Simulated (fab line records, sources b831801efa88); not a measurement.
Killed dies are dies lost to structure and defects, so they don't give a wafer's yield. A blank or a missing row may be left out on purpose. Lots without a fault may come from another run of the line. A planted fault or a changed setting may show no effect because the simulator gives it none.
fab line records | flow sfq_line
record lots=15 wafers=45 last_day=91
route steps=325 shown I2@104
lots that met no fault: from a run of the same line without faults
start_h: hours from the record's first day to the start of the lot's first wafer shown | wait_h: hours since the lot's step before | " the same as in the row above | L1.1+2: a row that stands for several wafers | - no value, or no start given | * or withheld: withheld | < > ~ a bound
route shown NAME@n: a module of which the file shows steps, and the number in the route of the first | usual: mean/standard deviation of fault-free wafers | same: alike in all rows | chamber/n: place in a boat | sites: the reading at each site | _std_site: their standard deviation | _edge_site: outer sites' mean less inner sites' | radius_mm: how far each site lies from the wafer's centre | mask NAME#n: copy n | behind: the tool/chamber that last shaped the wafer | hold: why the lot was held/for how many hours/how that ended | device: the transistor (n, p or np) that didn't switch | end of line: the same wafers' tests at the end of the route | a step without rows: its recipe alone | killed: dies lost to structure and defects at the first sort, not the wafer's yield | map: a wafer's dies, x killed, . not, _ none there
set.NAME: the setting as run; set.NAME@STEP: as run at that earlier step | model.NAME: the simulator's own value behind a step, which no gauge read
steps of the route over a sample of lots; a table a step, a row a wafer
services: from which hour (start_h, from the record's first day; less than 0 if before it) a tool's chamber was out of use, for how many hours, and why
## steps
# step SFQ_TRILAYER_I2_CMP_CMP_064
# recipe material=SiO2 down_force_psi=3 platen_rpm=60 pad_velocity_m_s=0.94248
# usual motor_current_A=10.2/1.4 retaining_ring_pressure_frac=1.001/0.0051 slurry_flow_ml_min=149.9/0.43 time_to_endpoint_s=215/7
# columns lot.wafer tool chamber start_h wait_h motor_current_A retaining_ring_pressure_frac slurry_flow_ml_min time_to_endpoint_s
L246.1 cmp-02 0 551.72 2.3 9.8 1.009 150.1 202
L246.4 " 2 552.72 3.3 11.8 0.995 149.6 223
L246.6 " 3 " " 8.5 0.993 150.0 215
L247.4 cmp-02 0 561.73 1.4 9.8 0.995 149.7 221
L247.3 " 1 " " 10.3 1.004 150.9 208
L247.5 " 0 563.73 3.4 10.3 0.992 149.8 210
L248.2 cmp-01 1 578.07 1.0 7.3 1.005 149.9 220
L248.5 " 0 579.57 2.4 12.1 1.001 150.2 217
L248.6 " 1 " " 7.6 1.001 150.4 231
L249.1 cmp-02 3 582.13 0.0 8.7 0.996 150.2 216
L249.4 " 2 583.63 1.5 11.7 0.998 150.5 239
L249.6 " 0 584.63 2.5 10.2 1.000 150.2 225
L250.4 cmp-01 0 586.66 1.1 12.6 1.008 149.5 218
L250.1 " 2 587.66 2.1 9.9 0.997 150.2 217
L250.6 " 3 " " 10.6 1.000 149.6 216
L252.4 cmp-02 2 610.06 0.5 11.3 1.006 149.7 220
L252.2 " 3 " " 8.8 0.989 149.8 200
L252.3 " 0 " " 10.4 1.003 150.5 207
L254.2 cmp-01 0 632.87 0.5 12.2 1.005 149.4 213
L254.1 " 2 633.87 1.5 10.6 0.990 150.2 212
L254.6 " 0 634.87 2.5 11.9 1.006 151.0 212
L255.4 cmp-02 0 639.47 1.1 10.1 0.998 149.5 121
L255.5 " 3 640.97 2.6 8.6 1.001 149.5 217
L255.6 " 0 " " 10.6 0.996 150.2 213
L257.1 cmp-02 0 654.04 0.0 10.1 1.005 150.3 121
L257.2 " 2 655.04 1.0 11.9 0.998 150.3 218
L257.5 " 0 656.04 2.0 10.3 1.006 150.0 220
L259.1 cmp-02 3 672.39 1.5 8.9 1.004 149.2 115
L259.2 " 0 " " 10.1 0.998 150.0 210
L259.4 " 1 " " 10.0 0.996 149.2 119
L263.1 cmp-01 0 714.15 12.1 12.3 0.992 150.3 203
L263.3 " 2 715.15 13.1 10.1 0.996 149.9 212
L263.6 " 0 716.15 14.1 12.7 1.000 150.2 215
L265.3 cmp-01 3 735.15 12.9 10.1 1.003 149.8 204
L265.2 " 1 736.15 13.9 7.8 0.996 149.9 218
L265.5 " 3 737.15 14.9 10.4 1.002 150.3 213
L266.2 cmp-02 3 744.51 9.1 9.1 1.000 149.4 212
L266.3 " 1 745.51 10.1 9.6 0.997 149.9 208
L266.6 " 3 746.51 11.0 8.4 0.993 149.7 219
L267.1 cmp-02 1 750.51 6.4 10.0 0.997 150.1 215
L267.2 " 0 752.01 7.9 10.1 1.007 150.1 213
L267.6 " 1 " " 10.0 1.000 149.0 211
L268.4 cmp-02 0 762.51 10.0 10.2 1.003 150.0 208
L268.2 " 2 763.51 11.0 11.7 1.003 150.2 211
L268.1 " 3 " " 8.3 1.004 149.5 200
## services
# columns tool chamber start_h hours kind
cmp-02 - 545.38 5.8 pm
cmp-01 - 547.12 1.7 repair
cmp-01 - 550.10 0.3 repair
cmp-01 - 558.56 5.6 repair
cmp-01 - 571.91 4.4 pm
cmp-02 - 576.73 4.0 pm
cmp-02 - 580.73 - consumable_replace:conditioner
cmp-02 - 580.73 - consumable_replace:pad
cmp-02 - 604.34 1.0 repair
cmp-01 - 685.20 3.1 repair
cmp-01 - 688.33 22.3 pm
cmp-01 - 741.87 0.2 repair
cmp-01 - 752.65 4.0 pm
cmp-01 - 756.65 - consumable_replace:conditioner
cmp-01 - 756.65 - consumable_replace:pad
## key
first_sign step=SFQ_TRILAYER_I2_CMP_CMP_064 reading=time_to_endpoint_s direction=down sigmas=14 usual=* struck=*
effect none on later readings
met_at SFQ_TRILAYER_I2_CMP_CMP_064
struck_lots L255,L257,L259
struck_wafers L255.4,L257.1,L259.1,L259.4
onset_between 610.06 639.47
fault kind=process_parameter_drift tool=cmp-02 chamber=- onset_h=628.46 steps=SFQ_TRILAYER_I2_CMP_CMP_064 channel=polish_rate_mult offset=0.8 shape=step end_h=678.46 scope=struck_wafers_only
